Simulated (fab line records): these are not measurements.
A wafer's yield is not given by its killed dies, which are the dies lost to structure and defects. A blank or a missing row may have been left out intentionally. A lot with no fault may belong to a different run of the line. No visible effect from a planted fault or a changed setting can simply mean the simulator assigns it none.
Which tool did it? || flow gf180mcu || 12 lots, 36 wafers sampled, at 6 steps of a route of 602

## WHAT THE GAUGES READ, wafer by wafer
GF_LVPWELL_TW_MEAS_11.
{"lot": "L774", "measured": "day 4 01:25", "on": "film-metro-03", "LVPWELL_TW": "558 559 556"}
{"lot": "L775", "measured": "day 4 07:58", "on": "film-metro-02", "LVPWELL_TW": "560 564 561"}
{"lot": "L776", "measured": "day 4 15:17", "on": "film-metro-04", "LVPWELL_TW": "548 546 546"}
{"lot": "L780", "measured": "day 5 11:28", "on": "film-metro-03", "LVPWELL_TW": "558 561 560"}
{"lot": "L786", "measured": "day 7 00:09", "on": "film-metro-04", "LVPWELL_TW": "796 797 801"}
{"lot": "L787", "measured": "day 7 05:07", "on": "film-metro-03", "LVPWELL_TW": "801 800 802"}
{"lot": "L788", "measured": "day 7 10:59", "on": "film-metro-02", "LVPWELL_TW": "565 562 563"}
{"lot": "L789", "measured": "day 7 15:29", "on": "film-metro-02", "LVPWELL_TW": "563 564 566"}
{"lot": "L790", "measured": "day 7 20:41", "on": "film-metro-03", "LVPWELL_TW": "555 555 556"}
{"lot": "L791", "measured": "day 8 01:14", "on": "film-metro-02", "LVPWELL_TW": "568 566 564"}
{"lot": "L792", "measured": "day 8 06:20", "on": "film-metro-02", "LVPWELL_TW": "565 566 565"}
{"lot": "L794", "measured": "day 8 18:02", "on": "film-metro-03", "LVPWELL_TW": "556 554 553"}

GF_VT_IMPLANT_RS_MEAS_48: measurement is done with a four-point probe.
{"lot": "L774", "measured": "day 7 18:30", "on": "film-metro-03", "LVPWELL_RS (ohm/sq)": "1196 1192 1197"}
{"lot": "L775", "measured": "day 8 00:19", "on": "film-metro-04", "LVPWELL_RS (ohm/sq)": "1198 1199 1198"}
{"lot": "L776", "measured": "day 8 09:38", "on": "film-metro-02", "LVPWELL_RS (ohm/sq)": "1194 1196 1192"}
{"lot": "L780", "measured": "day 9 09:31", "on": "film-metro-02", "LVPWELL_RS (ohm/sq)": "1196 1196 1197"}
{"lot": "L786", "measured": "day 11 07:12", "on": "film-metro-03", "LVPWELL_RS (ohm/sq)": "605 606 606"}
{"lot": "L787", "measured": "day 11 12:55", "on": "film-metro-03", "LVPWELL_RS (ohm/sq)": "604 603 605"}
{"lot": "L788", "measured": "day 11 19:46", "on": "film-metro-04", "LVPWELL_RS (ohm/sq)": "1196 1201 1200"}
{"lot": "L789", "measured": "day 12 01:08", "on": "film-metro-04", "LVPWELL_RS (ohm/sq)": "1191 1195 1195"}
{"lot": "L790", "measured": "day 12 08:26", "on": "film-metro-04", "LVPWELL_RS (ohm/sq)": "1195 1195 1196"}
{"lot": "L791", "measured": "day 12 13:46", "on": "film-metro-02", "LVPWELL_RS (ohm/sq)": "1199 1196 1198"}
{"lot": "L792", "measured": "day 12 19:05", "on": "film-metro-02", "LVPWELL_RS (ohm/sq)": "1199 1197 1198"}
{"lot": "L794", "measured": "day 13 10:36", "on": "film-metro-02", "LVPWELL_RS (ohm/sq)": "1199 1200 1199"}

GF_NSD_CD_MEAS_07: target cd 400 nm.
{"lot": "L774", "measured": "day 13 13:49", "on": "cd-sem-01", "cd-nm (nm)": "399.9 399.2 399.7"}
{"lot": "L775", "measured": "day 13 18:31", "on": "cd-sem-01", "cd-nm (nm)": "401.0 400.1 401.7"}
{"lot": "L776", "measured": "day 14 10:26", "on": "cd-sem-02", "cd-nm (nm)": "398.7 398.0 400.2"}
{"lot": "L780", "measured": "day 15 14:46", "on": "cd-sem-02", "cd-nm (nm)": "400.7 399.4 400.4"}
{"lot": "L786", "measured": "day 17 20:40", "on": "cd-sem-02", "cd-nm (nm)": "399.3 399.7 398.5"}
{"lot": "L787", "measured": "day 18 02:02", "on": "cd-sem-02", "cd-nm (nm)": "401.0 401.0 402.4"}
{"lot": "L788", "measured": "day 18 16:44", "on": "cd-sem-02", "cd-nm (nm)": "397.1 397.5 396.3"}
{"lot": "L789", "measured": "day 18 21:08", "on": "cd-sem-01", "cd-nm (nm)": "396.7 396.3 398.3"}
{"lot": "L790", "measured": "day 19 03:38", "on": "cd-sem-02", "cd-nm (nm)": "398.2 398.3 397.9"}
{"lot": "L791", "measured": "day 19 10:38", "on": "cd-sem-02", "cd-nm (nm)": "403.0 399.8 401.1"}
{"lot": "L792", "measured": "day 19 20:01", "on": "cd-sem-02", "cd-nm (nm)": "403.6 404.8 403.7"}
{"lot": "L794", "measured": "day 20 13:26", "on": "cd-sem-01", "cd-nm (nm)": "398.2 401.2 399.4"}

GF_PSD_CD_MEAS_07: target cd 400 nm.
{"lot": "L774", "measured": "day 14 10:52", "on": "cd-sem-01", "cd-nm (nm)": "402.6 402.9 404.3"}
{"lot": "L775", "measured": "day 14 15:23", "on": "cd-sem-02", "cd-nm (nm)": "401.8 401.1 401.1"}
{"lot": "L776", "measured": "day 15 07:17", "on": "cd-sem-02", "cd-nm (nm)": "398.9 395.9 396.4"}
{"lot": "L780", "measured": "day 16 13:44", "on": "cd-sem-01", "cd-nm (nm)": "398.5 395.6 397.3"}
{"lot": "L786", "measured": "day 18 20:46", "on": "cd-sem-01", "cd-nm (nm)": "399.3 398.8 400.2"}
{"lot": "L787", "measured": "day 19 02:25", "on": "cd-sem-01", "cd-nm (nm)": "396.8 396.5 397.1"}
{"lot": "L788", "measured": "day 19 16:59", "on": "cd-sem-02", "cd-nm (nm)": "397.0 397.5 396.6"}
{"lot": "L789", "measured": "day 19 21:55", "on": "cd-sem-02", "cd-nm (nm)": "399.9 399.5 400.4"}
{"lot": "L790", "measured": "day 20 04:17", "on": "cd-sem-01", "cd-nm (nm)": "403.4 402.0 404.1"}
{"lot": "L791", "measured": "day 20 11:49", "on": "cd-sem-01", "cd-nm (nm)": "400.8 401.4 399.8"}
{"lot": "L792", "measured": "day 20 21:22", "on": "cd-sem-01", "cd-nm (nm)": "399.9 397.9 399.1"}
{"lot": "L794", "measured": "day 21 13:55", "on": "cd-sem-02", "cd-nm (nm)": "401.0 402.4 401.1"}

## WHAT TOOL EACH LOT RAN ON (gives the tool, then ch and the chambers of the sampled wafers, and finally the start)
{"lot": "L774", "GF_LVPWELL_IMPLANT_08": "implanter-01 ch 0, day 4 01:02", "GF_HV_LDD_STRIP_22": "plasma-asher-01 ch 0,1, day 10 23:23"}
{"lot": "L775", "GF_LVPWELL_IMPLANT_08": "implanter-01 ch 0, day 4 07:34", "GF_HV_LDD_STRIP_22": "plasma-asher-01 ch 0,1, day 11 04:47"}
{"lot": "L776", "GF_LVPWELL_IMPLANT_08": "implanter-02 ch 0, day 4 14:53", "GF_HV_LDD_STRIP_22": "plasma-asher-04 ch 0,1, day 11 16:47"}
{"lot": "L780", "GF_LVPWELL_IMPLANT_08": "implanter-03 ch 0, day 5 11:02", "GF_HV_LDD_STRIP_22": "plasma-asher-04 ch 0,1, day 12 19:59"}
{"lot": "L786", "GF_LVPWELL_IMPLANT_08": "implanter-01 ch 0, day 6 23:45", "GF_HV_LDD_STRIP_22": "plasma-asher-04 ch 0,1, day 14 22:14"}
{"lot": "L787", "GF_LVPWELL_IMPLANT_08": "implanter-01 ch 0, day 7 04:45", "GF_HV_LDD_STRIP_22": "plasma-asher-01 ch 0,1, day 15 04:14"}
{"lot": "L788", "GF_LVPWELL_IMPLANT_08": "implanter-02 ch 0, day 7 10:35", "GF_HV_LDD_STRIP_22": "plasma-asher-01 ch 0,1, day 15 15:47"}
{"lot": "L789", "GF_LVPWELL_IMPLANT_08": "implanter-02 ch 0, day 7 15:06", "GF_HV_LDD_STRIP_22": "plasma-asher-01 ch 0,1, day 15 20:20"}
{"lot": "L790", "GF_LVPWELL_IMPLANT_08": "implanter-02 ch 0, day 7 20:18", "GF_HV_LDD_STRIP_22": "plasma-asher-04 ch 0,1, day 16 02:14"}
{"lot": "L791", "GF_LVPWELL_IMPLANT_08": "implanter-03 ch 0, day 8 00:50", "GF_HV_LDD_STRIP_22": "plasma-asher-04 ch 0,1, day 16 09:17"}
{"lot": "L792", "GF_LVPWELL_IMPLANT_08": "implanter-02 ch 0, day 8 05:59", "GF_HV_LDD_STRIP_22": "plasma-asher-01 ch 0,1, day 16 17:46"}
{"lot": "L794", "GF_LVPWELL_IMPLANT_08": "implanter-02 ch 0, day 8 17:39", "GF_HV_LDD_STRIP_22": "plasma-asher-01 ch 0,1, day 17 09:38"}
- GF_LVPWELL_IMPLANT_08
- GF_HV_LDD_STRIP_22: strips in O2/N2.

## WHAT THE TOOLS THEMSELVES READ (means of the sampled wafers that have a number; where no wafer has one, the mark that the record gives instead)
GF_LVPWELL_IMPLANT_08.
{"lot": "L774", "tool": "implanter-01", "dose-ions-cm2": 1.5003e+13, "faraday-current-uA": 85.1, "tilt-deg (degrees)": 0.008}
{"lot": "L775", "tool": "implanter-01", "dose-ions-cm2": 1.4989e+13, "faraday-current-uA": 84.7, "tilt-deg (degrees)": -0.007}
{"lot": "L776", "tool": "implanter-02", "dose-ions-cm2": 1.4999e+13, "faraday-current-uA": 85.8, "tilt-deg (degrees)": -0.014}
{"lot": "L780", "tool": "implanter-03", "dose-ions-cm2": 1.4989e+13, "faraday-current-uA": 84.2, "tilt-deg (degrees)": 0.012}
{"lot": "L786", "tool": "implanter-01", "dose-ions-cm2": 5.6605e+13, "faraday-current-uA": 321.9, "tilt-deg (degrees)": 0.000}
{"lot": "L787", "tool": "implanter-01", "dose-ions-cm2": 5.6599e+13, "faraday-current-uA": 314.7, "tilt-deg (degrees)": 0.002}
{"lot": "L788", "tool": "implanter-02", "dose-ions-cm2": 1.5000e+13, "faraday-current-uA": 84.8, "tilt-deg (degrees)": -0.018}
{"lot": "L789", "tool": "implanter-02", "dose-ions-cm2": 1.5002e+13, "faraday-current-uA": 84.4, "tilt-deg (degrees)": 0.017}
{"lot": "L790", "tool": "implanter-02", "dose-ions-cm2": 1.4993e+13, "faraday-current-uA": 84.2, "tilt-deg (degrees)": -0.011}
{"lot": "L791", "tool": "implanter-03", "dose-ions-cm2": 1.4994e+13, "faraday-current-uA": 86.8, "tilt-deg (degrees)": -0.002}
{"lot": "L792", "tool": "implanter-02", "dose-ions-cm2": 1.5000e+13, "faraday-current-uA": 84.8, "tilt-deg (degrees)": 0.001}
{"lot": "L794", "tool": "implanter-02", "dose-ions-cm2": 1.4986e+13, "faraday-current-uA": 83.9, "tilt-deg (degrees)": -0.001}

GF_HV_LDD_STRIP_22.
{"lot": "L774", "tool": "plasma-asher-01", "drypump-motor-current-A (A)": 5.8, "heater-power-w (W)": 327, "oes-product-au (a.u.)": 0.715, "strip-time-to-endpoint-s (s)": 12.67}
{"lot": "L775", "tool": "plasma-asher-01", "drypump-motor-current-A (A)": 5.8, "heater-power-w (W)": 325, "oes-product-au (a.u.)": 0.720, "strip-time-to-endpoint-s (s)": 12.65}
{"lot": "L776", "tool": "plasma-asher-04", "drypump-motor-current-A (A)": 5.7, "heater-power-w (W)": 330, "oes-product-au (a.u.)": 0.719, "strip-time-to-endpoint-s (s)": 12.62}
{"lot": "L780", "tool": "plasma-asher-04", "drypump-motor-current-A (A)": 5.5, "heater-power-w (W)": 329, "oes-product-au (a.u.)": 0.719, "strip-time-to-endpoint-s (s)": 12.62}
{"lot": "L786", "tool": "plasma-asher-04", "drypump-motor-current-A (A)": 5.7, "heater-power-w (W)": 335, "oes-product-au (a.u.)": 0.717, "strip-time-to-endpoint-s (s)": 12.69}
{"lot": "L787", "tool": "plasma-asher-01", "drypump-motor-current-A (A)": 5.8, "heater-power-w (W)": 323, "oes-product-au (a.u.)": 0.714, "strip-time-to-endpoint-s (s)": 12.62}
{"lot": "L788", "tool": "plasma-asher-01", "drypump-motor-current-A (A)": 5.9, "heater-power-w (W)": 343, "oes-product-au (a.u.)": 0.717, "strip-time-to-endpoint-s (s)": 12.67}
{"lot": "L789", "tool": "plasma-asher-01", "drypump-motor-current-A (A)": 5.9, "heater-power-w (W)": 350, "oes-product-au (a.u.)": 0.719, "strip-time-to-endpoint-s (s)": 12.67}
{"lot": "L790", "tool": "plasma-asher-04", "drypump-motor-current-A (A)": 5.7, "heater-power-w (W)": 337, "oes-product-au (a.u.)": 0.717, "strip-time-to-endpoint-s (s)": 12.59}
{"lot": "L791", "tool": "plasma-asher-04", "drypump-motor-current-A (A)": 5.7, "heater-power-w (W)": 334, "oes-product-au (a.u.)": 0.716, "strip-time-to-endpoint-s (s)": 12.70}
{"lot": "L792", "tool": "plasma-asher-01", "drypump-motor-current-A (A)": 5.8, "heater-power-w (W)": 329, "oes-product-au (a.u.)": 0.717, "strip-time-to-endpoint-s (s)": 12.59}
{"lot": "L794", "tool": "plasma-asher-01", "drypump-motor-current-A (A)": 5.9, "heater-power-w (W)": 350, "oes-product-au (a.u.)": 0.720, "strip-time-to-endpoint-s (s)": 12.64}

## THE ANSWER, worked out from the rows above alone
Rule: usual is defined by the lots themselves. Put in order of their means at a reading, lots are off if they are a third of the lots or fewer, leave a main group of 4 or more, and stand apart from it by a gap of 3 or more times the standard deviation of the main group's means; of several such gaps the widest counts. A main group whose means are all the same, to the digits that the tables above print for the reading, isn't used. A lot without any number at a reading at which 4 lots or more have one is off too. Any other lot the step has rows for is counted as sound. The gauges are gone through in route order, then the tools' own readings, and for those a lot's mean is taken as printed above. At the first step where some lot is off, the reading lying furthest off is the one used; lots without a number count as furthest.
Off: L786, L787, at GF_LVPWELL_TW_MEAS_11 (LVPWELL_TW). The main group has a mean of 559 with a standard deviation of 5.8.
A tool fits if, at a process step before that reading, it ran every lot that is off, and no sound lot after the first of them. Not tried: the gauges at GF_LVPWELL_TW_MEAS_11; whatever is off there is also off at GF_LVPWELL_IMPLANT_08, on other tools, and gauge error can't account for it. One fits: implanter-01 at GF_LVPWELL_IMPLANT_08. A fault onset in the window from L775 (day 4 07:34, its last sound lot) to L786 (day 6 23:45, its first lot off) fits.
The tool's own readings at GF_LVPWELL_IMPLANT_08 bear it out: on the lots that are off they differ by more than 5 times the standard deviation of the sound lots' means. dose-ions-cm2 reads 5.6602e+13 there against 1.4996e+13 on the sound lots; faraday-current-uA reads 318.3 there against 84.9 on the sound lots.

## WHAT THE SIMULATOR HAD INSERTED
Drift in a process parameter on implanter-01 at GF_LVPWELL_IMPLANT_08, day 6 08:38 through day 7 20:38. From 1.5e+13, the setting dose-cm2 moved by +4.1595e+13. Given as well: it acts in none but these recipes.
Struck lots among those shown: L786, L787. The rule given above showed the same thing.
